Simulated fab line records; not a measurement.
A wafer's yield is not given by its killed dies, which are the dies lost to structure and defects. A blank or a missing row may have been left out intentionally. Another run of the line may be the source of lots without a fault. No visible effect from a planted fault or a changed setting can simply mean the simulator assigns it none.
Chamber matching -- flow sky130 -- SKY_VIA2_ETCH_14 on rieDiel-03: 4 sister chambers
The step etches BARC in N2/H2, stops on SiO2, time 45.9 s, target depth 60 nm. 8 wafers are shown with their chamber, then 11 later ones without.

== WAFERS PAIRED WITH THEIR CHAMBERS ==
wafer,chamber,oesProductAu (a.u.),throttleValvePct (%)
L082.6,1,0.858,13.223
L086.2,0,0.855,13.227
L086.3,1,0.855,13.219
L086.5,3,0.847,13.232
L089.2,3,0.852,13.220
L089.3,0,0.860,13.226
L089.6,2,0.853,13.215
L087.1,2,0.849,13.246

== WAFERS WITH NO CHAMBER GIVEN ==
wafer,oesProductAu (a.u.),throttleValvePct (%)
L087.3,0.857,13.224
L087.6,0.857,13.221
L092.1,0.854,13.231
L092.2,0.847,13.225
L092.3,0.859,13.218
L092.4,0.850,13.225
L092.5,0.850,13.236
L092.6,0.852,13.228
L096.4,0.856,13.227
L096.5,0.848,13.222
L096.6,0.857,13.216

== WHICH CHAMBER EACH ONE RAN IN ==
wafer,from the rows above,in truth
L087.3,can't be placed: 0 or 1 or 2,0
L087.6,can't be placed: 1 or 0 or 2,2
L092.1,can't be placed: 2 or 1 or 0 or 3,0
L092.2,can't be placed: 3 or 2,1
L092.3,can't be placed: 1 or 0 or 2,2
L092.4,can't be placed: 3 or 2 or 1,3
L092.5,can't be placed: 2 or 3 or 1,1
L092.6,can't be placed: 2 or 3 or 1 or 0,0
L096.4,can't be placed: 0 or 1 or 2 or 3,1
L096.5,can't be placed: 3 or 2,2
L096.6,can't be placed: 1 or 0 or 2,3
0 of 11 placed correctly. Unplaceable from these rows: 11, with the true chamber sitting among the candidates in 9. Placed wrongly: 0.
How it was worked out, from the rows above alone: a wafer's distance from a chamber is the root of the sum, over the readings, of the square of ((its reading less the chamber's mean) divided by the reading's scatter). The wafer belongs to the nearest chamber; if the next one is less than 2 further off, it can't be placed. The mean given for a chamber averages the wafers shown for that chamber. The scatter is the square root of a quotient: the sum, over the shown wafers, of each reading's squared deviation from its chamber's mean, divided by wafers minus chambers.
